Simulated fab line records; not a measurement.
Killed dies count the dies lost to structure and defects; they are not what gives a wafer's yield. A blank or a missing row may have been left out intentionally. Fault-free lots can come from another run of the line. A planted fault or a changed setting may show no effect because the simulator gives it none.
Matching of chambers    flow sky130    cmp-02 running SKY_LI_CONTACT_CMP_02: 4 sister chambers
The step polishes PSG. 30 wafers are shown with their chamber, then 12 later ones without.

== WAFERS PAIRED WITH THEIR CHAMBERS ==
wafer   chamber  motor current A (A)  head pressure psi (psi)  time to endpoint s (s)
L077.2  0        10.9                 4.005                    32.2
L077.4  1        11.9                 4.006                    32.3
L077.5  1        12.9                 4.011                    34.5
L079.2  3        10.5                 4.005                    28.4
L079.5  1        12.2                 3.998                    31.5
L079.6  2        12.2                 4.011                    30.5
L082.1  0        11.0                 4.007                    33.8
L082.2  3        10.4                 4.004                    31.2
L082.4  1        12.5                 3.998                    30.9
L083.1  1        12.3                 4.010                    31.6
L083.2  2        12.1                 3.989                    32.1
L083.6  1        11.6                 3.994                    30.6
L085.3  1        12.5                 4.000                    31.4
L085.4  0        11.3                 3.989                    28.0
L085.6  2        12.0                 4.006                    30.7
L089.2  2        12.5                 4.013                    32.3
L089.4  1        11.9                 4.004                    32.1
L089.5  2        12.0                 4.015                    34.6
L088.2  0        11.4                 3.997                    32.9
L088.5  2        11.6                 4.002                    36.2
L088.6  3        10.4                 3.998                    33.2
L092.1  0        11.8                 3.997                    26.0
L092.2  3        10.2                 4.004                    28.2
L092.5  0        11.6                 3.997                    28.5
L090.3  3        9.6                  4.008                    34.1
L090.4  1        12.0                 3.996                    33.2
L090.6  3        10.0                 3.997                    32.7
L091.1  1        12.6                 4.005                    32.7
L091.2  0        11.8                 4.001                    33.9
L091.5  2        12.3                 4.009                    33.7

SIGNATURES (averages over the wafers above)
reading             chamber 0  chamber 1  chamber 2  chamber 3  scatter within a chamber
motor current A     11.400     12.240     12.100     10.183     0.353
head pressure psi   3.99900    4.00220    4.00643    4.00267    0.00646
time to endpoint s  30.757     32.080     32.871     31.300     2.24
Rule: for a wafer and a chamber, the distance is found by dividing, reading by reading, the gap between the wafer's reading and the chamber's mean by the reading's scatter, squaring, summing and taking the root. The wafer belongs to the nearest chamber; if the next one is less than 2 further off, it can't be placed. The scatter: the root of (the sum of the squares of (reading less its chamber's mean) over the shown wafers, divided by (wafers less chambers)).

== WAFERS MISSING THEIR CHAMBER ==
wafer   motor current A (A)  head pressure psi (psi)  time to endpoint s (s)
L093.1  12.5                 3.988                    30.2
L093.3  9.8                  4.006                    29.6
L093.4  11.6                 3.981                    28.9
L094.1  12.5                 4.006                    32.9
L094.5  12.1                 3.999                    30.3
L094.6  11.7                 4.006                    32.7
L095.2  12.4                 3.987                    28.2
L095.4  11.6                 3.992                    26.0
L095.6  12.4                 4.008                    28.3
L097.1  12.4                 3.989                    30.4
L097.3  11.0                 3.993                    28.8
L097.6  12.8                 4.011                    28.2

== WHICH CHAMBER EACH WENT THROUGH ==
wafer   from the rows above           in truth
L093.1  can't be placed: 1 or 2 or 0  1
L093.3  3                             3
L093.4  can't be placed: 0 or 1 or 2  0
L094.1  can't be placed: 1 or 2       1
L094.5  can't be placed: 1 or 2 or 0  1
L094.6  can't be placed: 2 or 0 or 1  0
L095.2  can't be placed: 1 or 0 or 2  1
L095.4  can't be placed: 0 or 1 or 2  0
L095.6  can't be placed: 1 or 2 or 0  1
L097.1  can't be placed: 1 or 2 or 0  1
L097.3  can't be placed: 0 or 3       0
L097.6  can't be placed: 1 or 2 or 0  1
Correct placement for 1 of the 12. From these rows, 11 cannot be placed; in 11 the true chamber is one of the candidates. Placed wrongly: 0.
